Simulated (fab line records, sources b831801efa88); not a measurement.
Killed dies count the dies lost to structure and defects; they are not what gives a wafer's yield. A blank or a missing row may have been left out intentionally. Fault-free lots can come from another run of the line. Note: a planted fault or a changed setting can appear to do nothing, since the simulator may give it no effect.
Which of the tools did it?    flow sky130    10 lots, 30 wafers sampled, at 4 steps of a route of 708

== WHAT THE GAUGES SHOWED, per wafer ==
SKY_CAP2M_RS_MEAS_03: uses a four-point probe to measure.
lot   measured      on             CAP2M_TIN_RS (ohm/sq)
L457  day 39 14:27  film-metro-03  6.87 6.92 6.89
L459  day 40 06:35  film-metro-02  6.89 6.83 6.86
L460  day 40 13:06  film-metro-01  6.97 6.91 6.92
L462  day 41 11:56  film-metro-03  7.01 6.93 7.02
L465  day 42 03:25  film-metro-03  6.82 6.83 6.88
L469  day 42 23:17  film-metro-03  8.14 8.16 8.06
L472  day 43 17:10  film-metro-01  8.01 8.18 8.02
L473  day 45 02:46  film-metro-03  6.95 7.01 6.81
L477  day 45 07:26  film-metro-03  7.16 7.03 7.13
L480  day 45 21:58  film-metro-03  6.77 6.93 6.94

== TOOL THAT RAN EACH LOT (tool first, then ch and the chambers of the sampled wafers, then the start) ==
lot   SKY_VIA3_SPUTTER_20           SKY_VIA3_CVD_21                SKY_CAP2M_SPUTTER_02
L457  pvd-sputter-01, day 39 13:26  cvd-w-02 ch 0,1, day 39 13:30  pvd-sputter-03, day 39 14:20
L459  pvd-sputter-03, day 40 05:32  cvd-w-02 ch 0,1, day 40 05:38  pvd-sputter-01, day 40 06:26
L460  pvd-sputter-01, day 40 12:03  cvd-w-02 ch 0,1, day 40 12:09  pvd-sputter-03, day 40 12:57
L462  pvd-sputter-02, day 41 10:55  cvd-w-01 ch 0,1, day 41 10:59  pvd-sputter-01, day 41 11:49
L465  pvd-sputter-01, day 42 02:25  cvd-w-01 ch 0,1, day 42 02:28  pvd-sputter-03, day 42 03:19
L469  pvd-sputter-02, day 42 22:14  cvd-w-01 ch 0,1, day 42 22:20  pvd-sputter-03, day 42 23:08
L472  pvd-sputter-03, day 43 16:10  cvd-w-02 ch 0,1, day 43 16:14  pvd-sputter-03, day 43 17:04
L473  pvd-sputter-01, day 45 01:45  cvd-w-02 ch 0,1, day 45 01:49  pvd-sputter-01, day 45 02:40
L477  pvd-sputter-02, day 45 06:26  cvd-w-02 ch 0,1, day 45 06:29  pvd-sputter-04, day 45 07:20
L480  pvd-sputter-03, day 45 20:56  cvd-w-01 ch 0,1, day 45 20:59  pvd-sputter-01, day 45 21:50
- SKY_VIA3_SPUTTER_20: material TiN, target thk 20 nm, time 80 s.
- SKY_VIA3_CVD_21: deposits W, target thk 390 nm, time 117.31 s.
- SKY_CAP2M_SPUTTER_02: material TiN, target thk 200 nm, time 166.7 s.

== THE ANSWER, worked out from the rows above alone ==
Rule: what is usual is taken from the lots themselves. Put in order of their means at a reading, lots are off if they are a third of the lots or fewer, leave a main group of 4 or more, and stand apart from it by a gap of 3 or more times the standard deviation of the main group's means; of several such gaps the widest counts. If all means in a main group match to the digits the tables above print for the reading, that group is not used. A lot without any number at a reading at which 4 lots or more have one is off too. Where the step has rows for the other lots, those lots are counted as sound.
Off: L469, L472, seen at SKY_CAP2M_RS_MEAS_03 (CAP2M_TIN_RS). The main group: mean 6.93 ohm/sq, standard deviation 0.08.
If a tool, at a process step before that reading, ran all the lots that are off and no sound lot after the first of them, it fits. The gauges at SKY_CAP2M_RS_MEAS_03 are tried like those tools. One fits: pvd-sputter-03 at SKY_CAP2M_SPUTTER_02. A fault onset in the window from L465 (day 42 03:19, its last sound lot) to L469 (day 42 23:08, its first lot off) fits.

== WHAT THE SIMULATOR HAD INSERTED ==
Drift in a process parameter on pvd-sputter-03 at SKY_CAP2M_SPUTTER_02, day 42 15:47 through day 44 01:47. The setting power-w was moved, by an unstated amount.
Lots struck among those shown: L469, L472. The same result came from the rule above.
